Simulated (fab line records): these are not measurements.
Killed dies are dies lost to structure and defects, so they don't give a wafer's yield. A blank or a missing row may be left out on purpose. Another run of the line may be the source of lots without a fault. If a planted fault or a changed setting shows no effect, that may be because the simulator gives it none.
Struck lot and sound lot, side by side	flow sky130	16 out of 708 route steps
Sound: these wafers, L602.3, L602.5, L602.6. The struck wafers were L614.2, L614.4, L614.5. The cause is given at the end.
Order at every step that has rows: each side's tool, ch and its chambers, its first start. Under that, the readings that differ: sound wafers	struck wafers	difference of the means	sigmas: that difference in standard deviations of wafers without a fault.
alike: readings with means less than 2 such deviations apart, plus words and numbers identical on both sides. not compared: withheld readings, readings lacking a value on some wafer, bounds such as >300 that could conceal the same value, and numbers that have no deviation in the record and whose values overlap.
The two part at a step that has a row with sigmas, a row that says differs or no value, or rows on one side only. Numbers that have no deviation but don't overlap get no sigmas and don't part them. Lack of a reading on every wafer of one side parts them only where that side has two or more wafers.

first, 8 steps without rows for these wafers: SKY_METAL1_DEHYDRATE_07 (time 60 s); SKY_METAL1_HMDS_08 (prime time 60 s); SKY_METAL1_COAT_09 (resist thk 60 nm); SKY_METAL1_COAT_10 (resist thk 450 nm); SKY_METAL1_SOFTBAKE_11 (time 87.81 s); SKY_METAL1_EXPOSE_12 (exposes mask MM1, target cd 140 nm); SKY_METAL1_PEB_13; SKY_METAL1_DEVELOP_14 (develop time 60 s).
SKY_METAL1_CD_MEAS_15 targets a cd of 140 nm.
  sound on cd sem-02 at day 35 18:41; struck on cd sem-01 at day 38 07:37
  alike: cd nm
SKY_METAL1_OVL_MEAS_16:
  sound on overlay-02 at day 35 18:46; struck on overlay-02 at day 38 07:43
  alike: METAL1_OVL
SKY_METAL1_DESCUM_17: chemistry O2, time 8 s.
  sound on rie metal-01 ch 0,1, day 35 18:49; struck on rie metal-04 ch 0,1, day 38 07:45
  alike: drypump motor current A, oes product au
  not compared: rf hours counter h
SKY_METAL1_ETCH_18: etches BARC in N2/H2, stops on SiO2, time 45.9 s, target depth 60 nm.
  sound on rie metal-01 ch 0,1, day 35 18:51; struck on rie metal-04 ch 0,1, day 38 07:47
  alike: bias w, chamber pressure mTorr, drypump motor current A, oes product au, throttle valve pct
  not compared: rf hours counter h
SKY_METAL1_METAL_ETCH_19: etches the open film in Cl2/BCl3, stops on SiO2, target depth 360 nm, time 78 s.
  sound on rie metal-01 ch 0,1, day 35 18:55; struck on rie metal-04 ch 0,1, day 38 07:51
  no value came back on the struck wafers for any of 5 readings (bcl3 flow sccm (sccm), bias w (W) and others); on the sound wafers bcl3 flow sccm (sccm) reads 29.82 29.92 30.02
reading	sound	struck	difference	sigmas
model.KrF-thick_of_METAL1_COAT_10.thk nm (nm)	162.3 159.3 163.3	393.8 393.9 393	+231.9	
model.SiO2_of_CONTACT_HDPCVD_02.thk nm (nm)	325.8 324.9 325.8	337.5 336.7 336.1	+11.3	
  not compared: rf hours counter h
SKY_METAL1_STRIP_20: strips in O2/N2.
  sound on plasma asher-01 ch 0,1, day 35 19:01; struck on plasma asher-04 ch 0,1, day 38 07:56
reading	sound	struck	difference	sigmas
oes product au (a.u.)	0.346 0.348 0.346	0.446 0.455 0.454	+0.105	+21
strip time to endpoint s (s)	2.72 2.71 2.74	5.19 5.21 5.20	+2.48	+60
  alike: drypump motor current A, o2 flow sccm
  not compared: rf hours counter h
then, 1 step without rows for these wafers: SKY_METAL1_STRIP_21 (strips in post etch residue remover, time 1200 s).
-- the record jumps here: 12 days lie between the struck wafers' starts before and after (it left off in module METAL1 and takes up again in module PAD_OPEN, whose first step shown is number 708 of the route) --
SKY_PAD_OPEN_PROBE_99:
  sound on prober-01 at day 48 04:15; struck on prober-01 at day 50 00:37
reading	sound	struck	difference	sigmas
defect limited yield (%)	86.0 83.3 82.5	0 0 0	-84	-47
killed_at_M0_to_M3	34 49 51	448 448 448	+403	+57
killed dies	69 82 86	492 492 492	+413	+45
killed on rim	16 17 18	96 96 96	+79	+20
sort_bin_5_function (%)	8.1 9.8 11.4	91.1 93.5 93.3	+82.9	+59
sort n pass	423 410 406	0 0 0	-413	-45
sort yield pct (%)	86.0 83.3 82.5	0 0 0	-84	-47
  alike: killed_at_M4_up, killed at contacts, killed at front end, killed at other, killed open, killed short, sort_bin_3_pad_short, sort_bin_6_memory

## WHERE THEY PART
First at SKY_METAL1_METAL_ETCH_19; last, within this record, at SKY_PAD_OPEN_PROBE_99.

WHY: whatever the simulator had introduced
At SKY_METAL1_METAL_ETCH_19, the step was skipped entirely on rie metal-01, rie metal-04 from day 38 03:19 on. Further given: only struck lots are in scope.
